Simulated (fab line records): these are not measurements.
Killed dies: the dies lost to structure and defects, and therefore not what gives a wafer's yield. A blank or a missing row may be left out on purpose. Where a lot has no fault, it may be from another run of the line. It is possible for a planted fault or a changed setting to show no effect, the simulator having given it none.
The tool behind it: which one?    flow sky130    11 lots with 33 wafers sampled at 4 steps, on a route of 708 steps

== WHAT THE GAUGES READ, wafer by wafer ==
SKY_METAL1_THK_MEAS_06: measures by xrf. Usual: for METAL1_ALCU_THK the level is 253 nm and the standard deviation is 3.7.
lot   measured      on            METAL1_ALCU_THK (nm)  flag
L601  day 31 00:19  filmMetro-04  252 254 259           
L602  day 31 16:10  filmMetro-04  257 255 252           
L606  day 33 04:37  filmMetro-03  251 255 251           
L607  day 33 09:58  filmMetro-04  254 258 258           
L608  day 33 20:37  filmMetro-01  246 251 245           
L613  day 35 17:15  filmMetro-01  246 251 252           
L616  day 36 18:16  filmMetro-04  253 256 253           
L617  day 36 22:20  filmMetro-01  252 249 255           
L619  day 37 06:19  filmMetro-04  259 256 258           
L621  day 38 03:15  filmMetro-03  254 254 251           
L622  day 38 07:20  filmMetro-04  252 254 253           

SKY_METAL1_OVL_MEAS_16. Usual: for METAL1_OVL the level is 1 nm and the standard deviation is 5.
lot   measured      on          METAL1_OVL (nm)  flag
L601  day 32 04:29  overlay-01  -8 -3 2          
L602  day 32 20:40  overlay-01  5 7 1            
L606  day 34 07:56  overlay-02  2 2 3            
L607  day 34 13:23  overlay-02  6 5 0            
L608  day 34 23:56  overlay-01  12 -2 2          
L613  day 36 18:41  overlay-02  8 -5 -8          
L616  day 37 20:05  overlay-02  -3 5 0           
L617  day 38 00:14  overlay-01  1 -1 0           
L619  day 38 07:59  overlay-02  1 1 0            
L621  day 39 04:11  overlay-01  5 -3 -7          
L622  day 39 08:20  overlay-01  -2 -3 -1         

SKY_VIA1_CD_MEAS_12: the cd target is 150 nm. Usual: 149.9 nm for cdNm, sd 2.
lot   measured      on        cdNm (nm)          flag
L601  day 33 09:26  cdSem-01  149.6 149.3 149.5  
L602  day 34 01:29  cdSem-01  150.6 150.5 150.8  
L606  day 35 12:07  cdSem-01  151.5 151.5 152.8  
L607  day 35 18:04  cdSem-02  141.4 132.7 135.8  OFF
L608  day 36 03:01  cdSem-02  109.9 135.1 131.6  OFF
L613  day 37 22:08  cdSem-01  152.5 150.2 150.8  
L616  day 38 23:38  cdSem-02  151.5 152.0 153.2  
L617  day 39 03:01  cdSem-02  144.5 145.8 143.0  
L619  day 39 10:16  cdSem-02  152.6 152.1 151.8  
L621  day 40 05:34  cdSem-01  146.1 149.3 149.8  
L622  day 40 09:57  cdSem-01  152.1 150.4 150.3  

== WHAT TOOL EACH LOT RAN ON (gives the tool, then ch and the chambers of the sampled wafers, and finally the start) ==
lot   SKY_VIA1_EXPOSE_09
L601  krfScanner-01 ch 0, day 32 19:53
L602  krfScanner-02 ch 0, day 33 11:55
L606  krfScanner-01 ch 0, day 34 23:13
L607  krfScanner-02 ch 0, day 35 04:53
L608  krfScanner-02 ch 0, day 35 14:49
L613  krfScanner-01 ch 0, day 37 08:38
L616  krfScanner-02 ch 0, day 38 10:10
L617  krfScanner-02 ch 0, day 38 14:07
L619  krfScanner-02 ch 0, day 38 22:48
L621  krfScanner-02 ch 0, day 39 17:29
L622  krfScanner-02 ch 0, day 39 22:30
- SKY_VIA1_EXPOSE_09: exposes mask VIM, target cd 150 nm.

== WHAT THE TOOLS THEMSELVES READ (means of the sampled wafers that have a number; where no wafer has one, the mark that the record gives instead) ==
SKY_VIA1_EXPOSE_09. Usual: stageVelMmS 500.01 mm/s, standard deviation 0.26.
lot   tool           stageVelMmS (mm/s)  flag
L601  krfScanner-01  500.43              
L602  krfScanner-02  499.65              
L606  krfScanner-01  500.22              
L607  krfScanner-02  499.95              
L608  krfScanner-02  500.43              
L613  krfScanner-01  499.61              
L616  krfScanner-02  500.20              
L617  krfScanner-02  500.15              
L619  krfScanner-02  499.93              
L621  krfScanner-02  500.17              
L622  krfScanner-02  500.35              

== THE ANSWER, worked out from the rows above alone ==
Rule: lot off if the mean of its wafers having a number is beyond 3 standard deviations from the usual mean. Also off: a lot with no number at a reading for which 4 or more lots have one. All remaining lots with rows at the step are treated as sound. The gauges are gone through in route order, then the tools' own readings, and for those a lot's mean is taken as printed above. At the first step where some lot is off, the reading lying furthest off is the one used; lots without a number count as furthest.
Off: L607, L608 (SKY_VIA1_CD_MEAS_12, cdNm).
If a tool, at a process step before that reading, ran all the lots that are off and no sound lot after the first of them, it fits. Gauges at SKY_VIA1_CD_MEAS_12: tried the same way as those tools. Not one of the candidates tried fits.

== WHAT HAD BEEN PUT IN BY THE SIMULATOR ==
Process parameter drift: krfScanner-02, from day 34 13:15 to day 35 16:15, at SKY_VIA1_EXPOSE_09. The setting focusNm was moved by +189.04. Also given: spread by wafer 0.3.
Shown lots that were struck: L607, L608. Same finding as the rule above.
